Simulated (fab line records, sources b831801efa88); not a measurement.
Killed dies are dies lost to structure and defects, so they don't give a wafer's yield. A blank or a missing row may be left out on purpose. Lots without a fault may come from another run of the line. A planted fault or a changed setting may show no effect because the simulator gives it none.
Which tool did it? | flow gf180mcu | 15 lots, 45 wafers sampled, at 5 steps of a route of 602

WHAT THE GAUGES READ, wafer by wafer
GF_TOP_METAL_THK_MEAS_06: measures by xrf.
lot  | measured     | on            | TOP_METAL_ALCU_THK (nm)
L129 | day 28 03:28 | film_metro-04 | 879 869 888
L130 | day 28 07:10 | film_metro-01 | 939 948 945 942 948 941
L131 | day 28 14:25 | film_metro-04 | 930 937 930 927 932 929
L132 | day 28 21:53 | film_metro-02 | 920 916 920 918 921 918
L139 | day 30 21:13 | film_metro-04 | 884 884 881
L140 | day 31 03:41 | film_metro-04 | 873 873 877
L141 | day 31 10:25 | film_metro-02 | 887 875 880
L142 | day 31 20:21 | film_metro-04 | 876 888 881
L143 | day 32 01:28 | film_metro-01 | 866 877 876
L144 | day 32 05:24 | film_metro-04 | 882 892 880
L145 | day 32 08:58 | film_metro-04 | 878 883 887
L146 | day 32 19:35 | film_metro-01 | 879 879 871
L147 | day 32 22:51 | film_metro-04 | 887 886 891
L149 | day 33 06:26 | film_metro-04 | 880 876 877
L150 | day 33 13:20 | film_metro-04 | 885 880 882

GF_TOP_METAL_CD_MEAS_14: target cd 440 nm.
lot  | measured     | on        | cd_nm (nm)
L129 | day 28 22:56 | cd_sem-01 | 443.1 441.2 443.5
L130 | day 29 02:24 | cd_sem-02 | 439.6 438.5 441.4
L131 | day 29 08:27 | cd_sem-02 | 438.8 442.2 440.4
L132 | day 29 14:20 | cd_sem-02 | 442.0 441.0 438.7
L139 | day 31 15:07 | cd_sem-02 | 442.9 442.2 443.0
L140 | day 31 20:43 | cd_sem-01 | 438.5 437.2 440.1
L141 | day 32 03:08 | cd_sem-01 | 439.3 441.4 439.9
L142 | day 32 13:08 | cd_sem-02 | 436.6 438.6 436.0
L143 | day 32 17:53 | cd_sem-01 | 438.1 436.8 437.5
L144 | day 32 21:17 | cd_sem-01 | 442.6 440.4 442.0
L145 | day 33 01:13 | cd_sem-01 | 438.7 437.2 438.4
L146 | day 33 10:44 | cd_sem-02 | 442.8 442.4 440.9
L147 | day 33 13:56 | cd_sem-02 | 438.9 440.4 439.2
L149 | day 33 22:08 | cd_sem-01 | 439.9 441.5 440.5
L150 | day 34 04:44 | cd_sem-02 | 441.9 442.9 442.5

WHICH TOOL RAN EACH LOT (tool, then ch and the chambers of the sampled wafers, then the start)
lot  | GF_M4_SPUTTER_00             | GF_V4_ETCH_16                      | GF_TOP_METAL_SPUTTER_04
L129 | pvd_sputter-02, day 23 08:50 | rie_diel-03 ch 0,2,3, day 25 07:26 | pvd_sputter-04, day 28 03:19
L130 | pvd_sputter-03, day 23 14:32 | rie_diel-02 ch 0,1,2, day 25 11:26 | pvd_sputter-04, day 28 07:01
L131 | pvd_sputter-04, day 23 20:37 | rie_diel-01 ch 0,1, day 25 17:54   | pvd_sputter-03, day 28 12:36
L132 | pvd_sputter-03, day 24 03:31 | rie_diel-03 ch 0,2,3, day 26 00:32 | pvd_sputter-02, day 28 18:52
L139 | pvd_sputter-02, day 26 11:34 | rie_diel-02 ch 0,1,2, day 28 06:02 | pvd_sputter-04, day 30 21:03
L140 | pvd_sputter-03, day 26 19:29 | rie_diel-01 ch 0,1,3, day 28 14:32 | pvd_sputter-03, day 31 03:31
L141 | pvd_sputter-03, day 27 04:01 | rie_diel-03 ch 0,1,3, day 28 21:21 | pvd_sputter-02, day 31 10:16
L142 | pvd_sputter-03, day 27 12:47 | rie_diel-01 ch 2,3, day 29 05:59   | pvd_sputter-03, day 31 20:12
L143 | pvd_sputter-04, day 27 20:57 | rie_diel-01 ch 0,1,2, day 29 14:17 | pvd_sputter-04, day 32 01:19
L144 | pvd_sputter-03, day 28 02:33 | rie_diel-02 ch 0,2,3, day 29 19:45 | pvd_sputter-03, day 32 05:15
L145 | pvd_sputter-02, day 28 06:15 | rie_diel-01 ch 0,2,3, day 29 22:38 | pvd_sputter-03, day 32 08:41
L146 | pvd_sputter-02, day 28 20:01 | rie_diel-01 ch 1,3, day 30 11:51   | pvd_sputter-04, day 32 19:26
L147 | pvd_sputter-04, day 28 22:03 | rie_diel-01 ch 0,1,2, day 30 14:17 | pvd_sputter-04, day 32 22:42
L149 | pvd_sputter-04, day 29 08:38 | rie_diel-01 ch 1,3, day 30 22:50   | pvd_sputter-04, day 33 06:17
L150 | pvd_sputter-03, day 29 17:10 | rie_diel-02 ch 0,1, day 31 06:51   | pvd_sputter-04, day 33 13:11
- GF_M4_SPUTTER_00: material Ti, target thk 37.5 nm, time 150 s.
- GF_V4_ETCH_16: etches BARC in N2/H2.
- GF_TOP_METAL_SPUTTER_04: material TiN, target thk 25 nm, time 20.8 s.

WHAT THE TOOLS THEMSELVES READ (means of the sampled wafers that have a number; where no wafer has one, the mark that the record gives instead)
GF_M4_SPUTTER_00.
lot  | tool           | cathode_dc_power_W (W) | chamber_pressure_pa (Pa) | substrate_temp_c (C) | throttle_valve_pct (%)
L129 | pvd_sputter-02 | 3999.6                 | 1.998                    | 200.04               | 30.0
L130 | pvd_sputter-03 | 4000.5                 | 1.998                    | 199.99               | 29.3
L131 | pvd_sputter-04 | 4000.3                 | 2.004                    | 200.08               | 30.9
L132 | pvd_sputter-03 | 4000.8                 | 1.995                    | 199.98               | 30.5
L139 | pvd_sputter-02 | 4000.5                 | 2.001                    | 200.07               | 30.4
L140 | pvd_sputter-03 | 3999.8                 | 2.001                    | 200.02               | 29.7
L141 | pvd_sputter-03 | 3999.2                 | 1.999                    | 199.89               | 30.7
L142 | pvd_sputter-03 | 3999.7                 | 2.001                    | 199.88               | 30.7
L143 | pvd_sputter-04 | 3999.7                 | 2.000                    | 200.20               | 29.8
L144 | pvd_sputter-03 | 4000.2                 | 2.001                    | 199.95               | 30.6
L145 | pvd_sputter-02 | 3999.9                 | 2.001                    | 200.04               | 30.0
L146 | pvd_sputter-02 | 4000.0                 | 2.005                    | 199.91               | 30.4
L147 | pvd_sputter-04 | 3999.0                 | 2.000                    | 200.07               | 28.8
L149 | pvd_sputter-04 | 4000.6                 | 2.002                    | 199.95               | 30.7
L150 | pvd_sputter-03 | 4001.0                 | 2.003                    | 200.06               | 30.4

GF_V4_ETCH_16.
lot  | tool        | drypump_motor_current_A (A) | oes_product_au (a.u.) | throttle_valve_pct (%)
L129 | rie_diel-03 | 5.2                         | 0.856                 | 13.226
L130 | rie_diel-02 | 5.7                         | 0.856                 | 13.219
L131 | rie_diel-01 | 6.0                         | 0.856                 | 13.222
L132 | rie_diel-03 | 5.2                         | 0.856                 | 13.232
L139 | rie_diel-02 | 5.7                         | 0.857                 | 13.222
L140 | rie_diel-01 | 5.8                         | 0.853                 | 13.221
L141 | rie_diel-03 | 5.3                         | 0.855                 | 13.228
L142 | rie_diel-01 | 5.9                         | 0.854                 | 13.228
L143 | rie_diel-01 | 6.2                         | 0.850                 | 13.221
L144 | rie_diel-02 | 5.5                         | 0.852                 | 13.236
L145 | rie_diel-01 | 6.1                         | 0.853                 | 13.219
L146 | rie_diel-01 | 5.8                         | 0.851                 | 13.219
L147 | rie_diel-01 | 6.3                         | 0.853                 | 13.229
L149 | rie_diel-01 | 5.8                         | 0.857                 | 13.230
L150 | rie_diel-02 | 5.5                         | 0.850                 | 13.230

GF_TOP_METAL_SPUTTER_04.
lot  | tool           | cathode_dc_power_W (W) | chamber_pressure_pa (Pa) | throttle_valve_pct (%)
L129 | pvd_sputter-04 | 6499.0                 | 0.4004                   | 31.0
L130 | pvd_sputter-04 | -                      | -                        | -
L131 | pvd_sputter-03 | -                      | -                        | -
L132 | pvd_sputter-02 | -                      | -                        | -
L139 | pvd_sputter-04 | 6500.5                 | 0.3999                   | 29.5
L140 | pvd_sputter-03 | 6499.9                 | 0.3999                   | 30.0
L141 | pvd_sputter-02 | 6499.0                 | 0.3996                   | 30.0
L142 | pvd_sputter-03 | 6499.8                 | 0.4001                   | 29.7
L143 | pvd_sputter-04 | 6501.2                 | 0.3999                   | 29.7
L144 | pvd_sputter-03 | 6500.3                 | 0.4004                   | 29.8
L145 | pvd_sputter-03 | 6499.9                 | 0.4004                   | 29.7
L146 | pvd_sputter-04 | 6499.0                 | 0.4000                   | 29.9
L147 | pvd_sputter-04 | 6499.4                 | 0.3998                   | 29.6
L149 | pvd_sputter-04 | 6501.5                 | 0.4005                   | 29.8
L150 | pvd_sputter-04 | 6499.2                 | 0.4004                   | 30.0

THE ANSWER, worked out from the rows above alone
Rule: what is usual is taken from the lots themselves. Put in order of their means at a reading, lots are off if they are a third of the lots or fewer, leave a main group of 4 or more, and stand apart from it by a gap of 3 or more times the standard deviation of the main group's means; of several such gaps the widest counts. A main group whose means are all the same, to the digits that the tables above print for the reading, isn't used. A lot without any number at a reading at which 4 lots or more have one is off too. The other lots that the step has rows for count as sound. The gauges are gone through in route order, then the tools' own readings, and for those a lot's mean is taken as printed above. The first step at which some lot is off is used, and at that step the reading that is off furthest; a lot without a number counts as furthest.
Off: L130, L131, L132, at GF_TOP_METAL_THK_MEAS_06 (TOP_METAL_ALCU_THK). The main group: mean 880 nm, standard deviation 4.2.
A tool fits if, at a process step before that reading, it ran every lot that is off, and no sound lot after the first of them. The gauges at GF_TOP_METAL_THK_MEAS_06 aren't tried: what is off there is off at GF_TOP_METAL_SPUTTER_04 too, on other tools, and a gauge's error can't cause that. None of those tried fits.

WHAT THE SIMULATOR HAD PUT IN
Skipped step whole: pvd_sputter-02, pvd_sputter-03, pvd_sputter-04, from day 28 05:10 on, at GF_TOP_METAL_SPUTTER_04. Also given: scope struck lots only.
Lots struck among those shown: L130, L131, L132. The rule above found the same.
